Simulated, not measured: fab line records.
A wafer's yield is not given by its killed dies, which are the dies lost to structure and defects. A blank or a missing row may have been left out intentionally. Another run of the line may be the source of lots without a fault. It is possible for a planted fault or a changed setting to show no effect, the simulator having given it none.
Matching of chambers    flow gf180mcu    GF_STI_CMP_25 on cmp-02: 4 sister chambers
The step polishes, stops on Si3N4, t overpolish 33 s, target thk 524.6 nm. 16 wafers are shown with their chamber, then 8 later ones without.

## WAFERS WITH THEIR CHAMBER
wafer   chamber  timeToEndpointS (s)  motorCurrentA (A)  platenRpm (rpm)
L931.3  1        129                  12.5               60.03
L931.4  2        126                  11.8               59.98
L931.5  2        123                  11.3               60.04
L933.1  3        125                  12.6               60.00
L933.4  0        119                  12.6               60.06
L933.5  0        120                  13.9               60.03
L938.1  1        133                  11.8               60.08
L938.2  3        120                  13.4               59.99
L938.3  2        125                  12.0               60.04
L939.4  3        123                  13.1               59.96
L939.5  3        124                  12.7               60.00
L939.6  0        119                  12.6               60.03
L940.1  1        133                  11.8               60.01
L940.2  2        124                  12.3               59.99
L940.6  0        122                  12.6               59.98
L941.1  0        119                  12.4               60.00

SIGNATURES (averages over the wafers above)
reading          chamber 0  chamber 1  chamber 2  chamber 3  scatter within a chamber
timeToEndpointS  119.80     131.67     124.50     123.00     1.74
motorCurrentA    12.820     12.033     11.850     12.950     0.479
platenRpm        60.0200    60.0400    60.0125    59.9875    0.0297
Rule: distance of a wafer from a chamber = root of the sum over the readings of ((wafer's reading minus chamber's mean) / reading's scatter) squared. If the next closest chamber is less than 2 further off than the closest, the wafer can't be placed; otherwise it belongs to the closest. The scatter: the root of (the sum of the squares of (reading less its chamber's mean) over the shown wafers, divided by (wafers less chambers)).

## WAFERS WHOSE CHAMBER IS MISSING
wafer   timeToEndpointS (s)  motorCurrentA (A)  platenRpm (rpm)
L941.2  135                  11.5               59.96
L941.4  124                  12.7               60.00
L944.2  117                  12.6               60.02
L944.3  132                  12.2               60.01
L944.5  119                  11.9               60.04
L947.1  118                  13.4               60.07
L947.3  125                  12.7               59.96
L947.5  124                  11.6               60.07

## WHICH CHAMBER EACH ONE RAN IN
wafer   from the rows above           in truth
L941.2  1                             1
L941.4  can't be placed: 3 or 2 or 0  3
L944.2  0                             0
L944.3  1                             1
L944.5  can't be placed: 0 or 2 or 3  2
L947.1  can't be placed: 0 or 3       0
L947.3  can't be placed: 3 or 2       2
L947.5  can't be placed: 2 or 0 or 3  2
Placed correctly: 3 of 8. Cannot be placed on the basis of these rows: 5; the candidates contain the true chamber in 5. Wrongly placed: 0.
